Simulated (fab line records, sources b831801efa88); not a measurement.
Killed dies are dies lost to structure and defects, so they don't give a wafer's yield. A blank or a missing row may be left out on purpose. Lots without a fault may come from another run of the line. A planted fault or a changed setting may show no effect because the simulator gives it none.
Chamber matching | flow gf180mcu | GF_V3_CVD_02 on pecvd-04: 3 sister chambers
The step deposits SiO2 from TEOS, target thk 850 nm, time 94.851 s. 6 wafers are shown with their chamber, then 9 later ones without.

WAFERS WITH THEIR CHAMBER
wafer  | chamber | heater_power_w (W) | susceptor_temp_C (C)
L082.1 | 2       | 661                | 400.07
L084.4 | 2       | 591                | 400.17
L084.6 | 1       | 683                | 400.11
L085.2 | 0       | 630                | 399.89
L085.4 | 1       | 703                | 400.09
L085.5 | 0       | 496                | 399.91

WAFERS WITHOUT THEIR CHAMBER
wafer  | heater_power_w (W) | susceptor_temp_C (C)
L088.1 | 740                | 399.56
L088.3 | 617                | 400.49
L088.5 | 780                | 400.03
L091.2 | 714                | 400.10
L091.3 | 604                | 400.18
L091.5 | 626                | 400.25
L097.1 | 510                | 400.04
L097.4 | 672                | 399.65
L097.6 | 578                | 400.26

WHICH CHAMBER EACH WENT THROUGH
wafer  | from the rows above          | in truth
L088.1 | 0                            | 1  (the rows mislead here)
L088.3 | can't be placed: 2 or 1      | 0
L088.5 | can't be placed: 1 or 2      | 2
L091.2 | can't be placed: 1 or 2      | 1
L091.3 | can't be placed: 2 or 1      | 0
L091.5 | can't be placed: 2 or 1      | 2
L097.1 | can't be placed: 2 or 1 or 0 | 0
L097.4 | 0                            | 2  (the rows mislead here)
L097.6 | can't be placed: 2 or 1      | 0
Placed correctly: 0 of 9. Can't be placed from these rows: 7 (the true chamber is among the candidates in 4). Placed wrongly: 2.
How it was worked out, from the rows above alone: a wafer's distance from a chamber is the root of the sum, over the readings, of the square of ((its reading less the chamber's mean) divided by the reading's scatter). The wafer belongs to the nearest chamber; if the next one is less than 2 further off, it can't be placed. A chamber's mean is the mean of its shown wafers. The scatter: the root of (the sum of the squares of (reading less its chamber's mean) over the shown wafers, divided by (wafers less chambers)).
